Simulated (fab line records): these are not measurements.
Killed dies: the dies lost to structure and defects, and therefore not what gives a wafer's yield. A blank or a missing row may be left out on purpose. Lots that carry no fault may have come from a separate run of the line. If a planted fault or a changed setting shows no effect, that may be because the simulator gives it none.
Which tool is to blame? || flow sky130 || 27 wafers from 9 lots sampled at 6 of the route's 708 steps

WHAT THE GAUGES SHOWED, per wafer
SKY_CAPM_RS_MEAS_03: the measuring method here is four-point-probe. Usual: for CAPM_TIN_RS the level is 6.88 ohm/sq and the standard deviation is 0.078.
{"lot": "L785", "measured": "day 37 18:29", "on": "film-metro-04", "CAPM_TIN_RS (ohm/sq)": "6.89 6.84 6.87", "flag": ""}
{"lot": "L786", "measured": "day 38 06:14", "on": "film-metro-02", "CAPM_TIN_RS (ohm/sq)": "6.95 6.88 6.96", "flag": ""}
{"lot": "L788", "measured": "day 38 17:55", "on": "film-metro-01", "CAPM_TIN_RS (ohm/sq)": "6.72 6.82 6.70", "flag": ""}
{"lot": "L789", "measured": "day 39 03:11", "on": "film-metro-01", "CAPM_TIN_RS (ohm/sq)": "6.98 7.08 6.98", "flag": ""}
{"lot": "L791", "measured": "day 39 16:34", "on": "film-metro-01", "CAPM_TIN_RS (ohm/sq)": "6.86 6.88 6.87", "flag": ""}
{"lot": "L792", "measured": "day 39 19:22", "on": "film-metro-01", "CAPM_TIN_RS (ohm/sq)": "6.86 6.93 6.93", "flag": ""}
{"lot": "L796", "measured": "day 41 10:00", "on": "film-metro-02", "CAPM_TIN_RS (ohm/sq)": "6.92 6.90 6.87", "flag": ""}
{"lot": "L799", "measured": "day 41 18:22", "on": "film-metro-01", "CAPM_TIN_RS (ohm/sq)": "6.81 5.52 6.85", "flag": "OFF"}
{"lot": "L804", "measured": "day 43 02:20", "on": "film-metro-02", "CAPM_TIN_RS (ohm/sq)": "6.86 6.81 6.89", "flag": ""}

SKY_CAPM_THK_MEAS_04: measures by xrf. Usual: for CAPM_TIN_THK the level is 201.1 nm and the standard deviation is 2.3.
{"lot": "L785", "measured": "day 37 18:37", "on": "film-metro-04", "CAPM_TIN_THK (nm)": "202.1 203.9 201.7", "flag": ""}
{"lot": "L786", "measured": "day 38 06:21", "on": "film-metro-02", "CAPM_TIN_THK (nm)": "197.5 201.1 198.3", "flag": ""}
{"lot": "L788", "measured": "day 38 18:02", "on": "film-metro-01", "CAPM_TIN_THK (nm)": "204.7 202.1 204.0", "flag": ""}
{"lot": "L789", "measured": "day 39 03:17", "on": "film-metro-01", "CAPM_TIN_THK (nm)": "198.7 195.7 197.5", "flag": ""}
{"lot": "L791", "measured": "day 39 16:41", "on": "film-metro-01", "CAPM_TIN_THK (nm)": "202.1 200.9 202.0", "flag": ""}
{"lot": "L792", "measured": "day 39 19:29", "on": "film-metro-01", "CAPM_TIN_THK (nm)": "201.0 199.8 199.3", "flag": ""}
{"lot": "L796", "measured": "day 41 10:07", "on": "film-metro-02", "CAPM_TIN_THK (nm)": "201.0 201.0 202.0", "flag": ""}
{"lot": "L799", "measured": "day 41 18:29", "on": "film-metro-01", "CAPM_TIN_THK (nm)": "201.9 248.1 202.0", "flag": "OFF"}
{"lot": "L804", "measured": "day 43 02:28", "on": "film-metro-02", "CAPM_TIN_THK (nm)": "201.3 202.7 200.1", "flag": ""}

WHAT TOOL EACH LOT RAN ON (gives the tool, then ch and the chambers of the sampled wafers, and finally the start)
{"lot": "L785", "SKY_VIA1_SPUTTER_20": "pvd-sputter-03, day 35 09:14", "SKY_METAL3_SPUTTER_01": "pvd-sputter-03, day 37 18:10", "SKY_METAL3_SPUTTER_03": "pvd-sputter-03, day 37 18:14", "SKY_CAPM_SPUTTER_02": "pvd-sputter-02, day 37 18:23"}
{"lot": "L786", "SKY_VIA1_SPUTTER_20": "pvd-sputter-02, day 35 20:29", "SKY_METAL3_SPUTTER_01": "pvd-sputter-01, day 38 05:53", "SKY_METAL3_SPUTTER_03": "pvd-sputter-01, day 38 05:58", "SKY_CAPM_SPUTTER_02": "pvd-sputter-03, day 38 06:07"}
{"lot": "L788", "SKY_VIA1_SPUTTER_20": "pvd-sputter-03, day 36 07:07", "SKY_METAL3_SPUTTER_01": "pvd-sputter-01, day 38 17:35", "SKY_METAL3_SPUTTER_03": "pvd-sputter-01, day 38 17:38", "SKY_CAPM_SPUTTER_02": "pvd-sputter-04, day 38 17:47"}
{"lot": "L789", "SKY_VIA1_SPUTTER_20": "pvd-sputter-02, day 36 18:45", "SKY_METAL3_SPUTTER_01": "pvd-sputter-04, day 39 02:49", "SKY_METAL3_SPUTTER_03": "pvd-sputter-04, day 39 02:53", "SKY_CAPM_SPUTTER_02": "pvd-sputter-02, day 39 03:02"}
{"lot": "L791", "SKY_VIA1_SPUTTER_20": "pvd-sputter-02, day 37 06:56", "SKY_METAL3_SPUTTER_01": "pvd-sputter-04, day 39 16:14", "SKY_METAL3_SPUTTER_03": "pvd-sputter-04, day 39 16:18", "SKY_CAPM_SPUTTER_02": "pvd-sputter-03, day 39 16:27"}
{"lot": "L792", "SKY_VIA1_SPUTTER_20": "pvd-sputter-02, day 37 09:08", "SKY_METAL3_SPUTTER_01": "pvd-sputter-01, day 39 19:01", "SKY_METAL3_SPUTTER_03": "pvd-sputter-01, day 39 19:05", "SKY_CAPM_SPUTTER_02": "pvd-sputter-02, day 39 19:15"}
{"lot": "L796", "SKY_VIA1_SPUTTER_20": "pvd-sputter-04, day 39 03:10", "SKY_METAL3_SPUTTER_01": "pvd-sputter-04, day 41 09:41", "SKY_METAL3_SPUTTER_03": "pvd-sputter-04, day 41 09:44", "SKY_CAPM_SPUTTER_02": "pvd-sputter-03, day 41 09:53"}
{"lot": "L799", "SKY_VIA1_SPUTTER_20": "pvd-sputter-03, day 39 11:32", "SKY_METAL3_SPUTTER_01": "pvd-sputter-01, day 41 17:59", "SKY_METAL3_SPUTTER_03": "pvd-sputter-01, day 41 18:04", "SKY_CAPM_SPUTTER_02": "pvd-sputter-02, day 41 18:13"}
{"lot": "L804", "SKY_VIA1_SPUTTER_20": "pvd-sputter-02, day 40 21:16", "SKY_METAL3_SPUTTER_01": "pvd-sputter-04, day 43 02:01", "SKY_METAL3_SPUTTER_03": "pvd-sputter-04, day 43 02:05", "SKY_CAPM_SPUTTER_02": "pvd-sputter-03, day 43 02:14"}
- SKY_VIA1_SPUTTER_20: material TiN, target thk 20 nm, time 80 s.
- SKY_METAL3_SPUTTER_01: material TiN, target thk 20 nm, time 16.7 s.
- SKY_METAL3_SPUTTER_03: material Ti, target thk 5 nm, time 3.3 s.
- SKY_CAPM_SPUTTER_02: material TiN, target thk 200 nm, time 166.7 s.

WHAT THE TOOLS THEMSELVES READ (means of the sampled wafers that have a number; where no wafer has one, the mark that the record gives instead)
SKY_VIA1_SPUTTER_20. Usual: chamber-pressure-pa 5.002 Pa, standard deviation 0.0095; throttle-valve-pct 30.3 %, standard deviation 0.84.
{"lot": "L785", "tool": "pvd-sputter-03", "chamber-pressure-pa (Pa)": 5.005, "throttle-valve-pct (%)": 30.1, "flag": ""}
{"lot": "L786", "tool": "pvd-sputter-02", "chamber-pressure-pa (Pa)": 5.014, "throttle-valve-pct (%)": 30.1, "flag": ""}
{"lot": "L788", "tool": "pvd-sputter-03", "chamber-pressure-pa (Pa)": 4.991, "throttle-valve-pct (%)": 30.2, "flag": ""}
{"lot": "L789", "tool": "pvd-sputter-02", "chamber-pressure-pa (Pa)": 4.999, "throttle-valve-pct (%)": 29.7, "flag": ""}
{"lot": "L791", "tool": "pvd-sputter-02", "chamber-pressure-pa (Pa)": 5.003, "throttle-valve-pct (%)": 29.9, "flag": ""}
{"lot": "L792", "tool": "pvd-sputter-02", "chamber-pressure-pa (Pa)": 4.995, "throttle-valve-pct (%)": 30.2, "flag": ""}
{"lot": "L796", "tool": "pvd-sputter-04", "chamber-pressure-pa (Pa)": 5.008, "throttle-valve-pct (%)": 30.5, "flag": ""}
{"lot": "L799", "tool": "pvd-sputter-03", "chamber-pressure-pa (Pa)": 5.002, "throttle-valve-pct (%)": 30.3, "flag": ""}
{"lot": "L804", "tool": "pvd-sputter-02", "chamber-pressure-pa (Pa)": 5.000, "throttle-valve-pct (%)": 30.6, "flag": ""}

SKY_METAL3_SPUTTER_01. Usual: chamber-pressure-pa 0.3999 Pa, standard deviation 0.00077; throttle-valve-pct 30.2 %, standard deviation 1.
{"lot": "L785", "tool": "pvd-sputter-03", "chamber-pressure-pa (Pa)": 0.3999, "throttle-valve-pct (%)": 30.7, "flag": ""}
{"lot": "L786", "tool": "pvd-sputter-01", "chamber-pressure-pa (Pa)": 0.3992, "throttle-valve-pct (%)": 28.9, "flag": ""}
{"lot": "L788", "tool": "pvd-sputter-01", "chamber-pressure-pa (Pa)": 0.3998, "throttle-valve-pct (%)": 29.3, "flag": ""}
{"lot": "L789", "tool": "pvd-sputter-04", "chamber-pressure-pa (Pa)": 0.4004, "throttle-valve-pct (%)": 31.2, "flag": ""}
{"lot": "L791", "tool": "pvd-sputter-04", "chamber-pressure-pa (Pa)": 0.3993, "throttle-valve-pct (%)": 30.8, "flag": ""}
{"lot": "L792", "tool": "pvd-sputter-01", "chamber-pressure-pa (Pa)": 0.3999, "throttle-valve-pct (%)": 31.2, "flag": ""}
{"lot": "L796", "tool": "pvd-sputter-04", "chamber-pressure-pa (Pa)": 0.4001, "throttle-valve-pct (%)": 30.0, "flag": ""}
{"lot": "L799", "tool": "pvd-sputter-01", "chamber-pressure-pa (Pa)": 0.4001, "throttle-valve-pct (%)": 30.3, "flag": ""}
{"lot": "L804", "tool": "pvd-sputter-04", "chamber-pressure-pa (Pa)": 0.3994, "throttle-valve-pct (%)": 30.7, "flag": ""}

SKY_METAL3_SPUTTER_03. Usual: chamber-pressure-pa 0.3999 Pa, standard deviation 0.00075; throttle-valve-pct 30.2 %, standard deviation 1.1.
{"lot": "L785", "tool": "pvd-sputter-03", "chamber-pressure-pa (Pa)": 0.4003, "throttle-valve-pct (%)": 30.4, "flag": ""}
{"lot": "L786", "tool": "pvd-sputter-01", "chamber-pressure-pa (Pa)": 0.4001, "throttle-valve-pct (%)": 28.7, "flag": ""}
{"lot": "L788", "tool": "pvd-sputter-01", "chamber-pressure-pa (Pa)": 0.3999, "throttle-valve-pct (%)": 29.2, "flag": ""}
{"lot": "L789", "tool": "pvd-sputter-04", "chamber-pressure-pa (Pa)": 0.4003, "throttle-valve-pct (%)": 31.2, "flag": ""}
{"lot": "L791", "tool": "pvd-sputter-04", "chamber-pressure-pa (Pa)": 0.3998, "throttle-valve-pct (%)": 30.8, "flag": ""}
{"lot": "L792", "tool": "pvd-sputter-01", "chamber-pressure-pa (Pa)": 0.3996, "throttle-valve-pct (%)": 31.3, "flag": ""}
{"lot": "L796", "tool": "pvd-sputter-04", "chamber-pressure-pa (Pa)": 0.3994, "throttle-valve-pct (%)": 30.0, "flag": ""}
{"lot": "L799", "tool": "pvd-sputter-01", "chamber-pressure-pa (Pa)": 0.4003, "throttle-valve-pct (%)": 30.3, "flag": ""}
{"lot": "L804", "tool": "pvd-sputter-04", "chamber-pressure-pa (Pa)": 0.4004, "throttle-valve-pct (%)": 30.8, "flag": ""}

SKY_CAPM_SPUTTER_02. Usual: chamber-pressure-pa 0.4000 Pa, standard deviation 0.00078; throttle-valve-pct 30.2 %, standard deviation 0.87.
{"lot": "L785", "tool": "pvd-sputter-02", "chamber-pressure-pa (Pa)": 0.4003, "throttle-valve-pct (%)": 29.6, "flag": ""}
{"lot": "L786", "tool": "pvd-sputter-03", "chamber-pressure-pa (Pa)": 0.3997, "throttle-valve-pct (%)": 30.0, "flag": ""}
{"lot": "L788", "tool": "pvd-sputter-04", "chamber-pressure-pa (Pa)": 0.4005, "throttle-valve-pct (%)": 30.6, "flag": ""}
{"lot": "L789", "tool": "pvd-sputter-02", "chamber-pressure-pa (Pa)": 0.4006, "throttle-valve-pct (%)": 29.7, "flag": ""}
{"lot": "L791", "tool": "pvd-sputter-03", "chamber-pressure-pa (Pa)": 0.3999, "throttle-valve-pct (%)": 29.9, "flag": ""}
{"lot": "L792", "tool": "pvd-sputter-02", "chamber-pressure-pa (Pa)": 0.3991, "throttle-valve-pct (%)": 30.7, "flag": ""}
{"lot": "L796", "tool": "pvd-sputter-03", "chamber-pressure-pa (Pa)": 0.3997, "throttle-valve-pct (%)": 31.4, "flag": ""}
{"lot": "L799", "tool": "pvd-sputter-02", "chamber-pressure-pa (Pa)": 0.4002, "throttle-valve-pct (%)": 29.9, "flag": ""}
{"lot": "L804", "tool": "pvd-sputter-03", "chamber-pressure-pa (Pa)": 0.3998, "throttle-valve-pct (%)": 29.8, "flag": ""}

THE ANSWER, worked out from the rows above alone
Rule: take the mean of a lot's wafers that have a number; if it is more than 3 standard deviations from the usual mean, the lot is off. A lot without any number at a reading at which 4 lots or more have one is off too. All remaining lots with rows at the step are treated as sound. The gauges are gone through in route order, then the tools' own readings, and for those a lot's mean is taken as printed above. The first step at which some lot is off is used, and at that step the reading that is off furthest; a lot without a number counts as furthest.
Off: L799, seen at SKY_CAPM_RS_MEAS_03 (CAPM_TIN_RS).
If a tool, at a process step before that reading, ran all the lots that are off and no sound lot after the first of them, it fits. Gauges at SKY_CAPM_RS_MEAS_03: tried the same way as those tools. Can't be told from this: 4 tools fit, pvd-sputter-03 at SKY_VIA1_SPUTTER_20, pvd-sputter-01 at SKY_METAL3_SPUTTER_01 and SKY_METAL3_SPUTTER_03, pvd-sputter-02 at SKY_CAPM_SPUTTER_02, film-metro-01 at SKY_CAPM_RS_MEAS_03.

WHAT THE SIMULATOR HAD INSERTED
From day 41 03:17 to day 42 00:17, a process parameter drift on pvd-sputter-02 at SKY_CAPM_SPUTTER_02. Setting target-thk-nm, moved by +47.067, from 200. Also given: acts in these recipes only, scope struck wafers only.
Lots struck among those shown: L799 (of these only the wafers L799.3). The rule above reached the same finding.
